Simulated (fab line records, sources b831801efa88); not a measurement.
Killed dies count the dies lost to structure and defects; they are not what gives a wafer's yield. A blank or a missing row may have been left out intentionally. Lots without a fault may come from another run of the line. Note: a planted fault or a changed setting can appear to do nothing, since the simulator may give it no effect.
Problem report in the 8D (eight disciplines) form, filled by code / flow gf180mcu / the parts of the form that need people (team, actions taken, sign-off) are left out

1. WHAT IS WRONG
Across 2 wafers from 2 lots, SALICIDE_TIN_THK at GF_SALICIDE_THK_MEAS_05 averages 21.82 nm, while fault-free wafers read 19.72 nm with a standard deviation of 0.25. That puts it +8.4 standard deviations away from the usual mean.
The step: measures by xrf.
Seen first at day 22 18:21 on film metro-03, wafer L910.4. The record has a number at this step for 34 wafers belonging to 12 lots. Rule for "out" (also "out of limits"): further than 4 standard deviations from the usual mean. Any other wafer with a number is counted as sound.

2. WHAT IT IS, WHAT IT ISN'T
question=which readings at this step | is=SALICIDE_TIN_THK | is not=-
question=which lots | is=L910, L911 | is not=L890, L891, L892, L894, L895, L898, L899, L900, L901, L902
question=which wafers of those lots | is=L910.4, L911.5 | is not=L910.6, L911.1
question=read on which gauges | is=film metro-03, film metro-04 | is not=film metro-01
question=when | is=from day 22 18:21 | is not=up to then (31 sound wafers); but 1 sound wafer of L911 came after

3. THE SUSPECTS, EACH WITH WHAT RULES IT OUT
Counting: any tool at a process step up to the reading remains a suspect provided it ran every lot that is out. Sound lots after the first of them don't rule it out here, since some wafers of a struck lot are sound.
- the gauge at GF_SALICIDE_THK_MEAS_05 is ruled out. The wafers that are out were read on 2 gauges (film metro-03, film metro-04).
- pvd sputter-03 at GF_SALICIDE_SPUTTER_03 (material TiN, target thk 20 nm, time 16.7 s): kept. Ran every lot that is out, first one L910 (day 22 18:10); last sound lot up to then L900 (day 19 22:46).
Left after counting: pvd sputter-03 at GF_SALICIDE_SPUTTER_03.

4. THE CAUSE (what the simulator had put in)
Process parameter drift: pvd sputter-03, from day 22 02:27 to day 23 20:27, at GF_SALICIDE_SPUTTER_03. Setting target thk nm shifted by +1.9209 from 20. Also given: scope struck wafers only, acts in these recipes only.
Counting left only this tool.

5. THE EFFECT CHAIN, in route order
One row per reading whose mean, taken over the struck wafers that have a number, lies over 3 standard deviations from the usual. Readings are gone through only where the record gives a usual standard deviation; hours: the median, over the lots, of the time from a lot's start at the first step in this table giving one to that lot's start at this step; sigmas: the change measured in usual standard deviations.
hours=0; step=GF_SALICIDE_THK_MEAS_05; reading=SALICIDE_TIN_THK; usual=19.72 nm; on struck wafers=21.82; change=+2.10; sigmas=+8.4

6. WHAT WOULD HAVE CAUGHT IT SOONER
The first out-of-limits reading at a measuring or inspecting step in this record came at day 22 18:21, 16 hours after the fault's start at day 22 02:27.
Tool readings at GF_SALICIDE_SPUTTER_03 with a usual standard deviation given in the record: none out on any struck wafer, hence no alarm at a limit of 4 standard deviations on them.
L911, from the lots that are out (2), started GF_SALICIDE_SPUTTER_03 on pvd sputter-03 later than day 22 18:21. A hold on the tool at that time would have spared it.
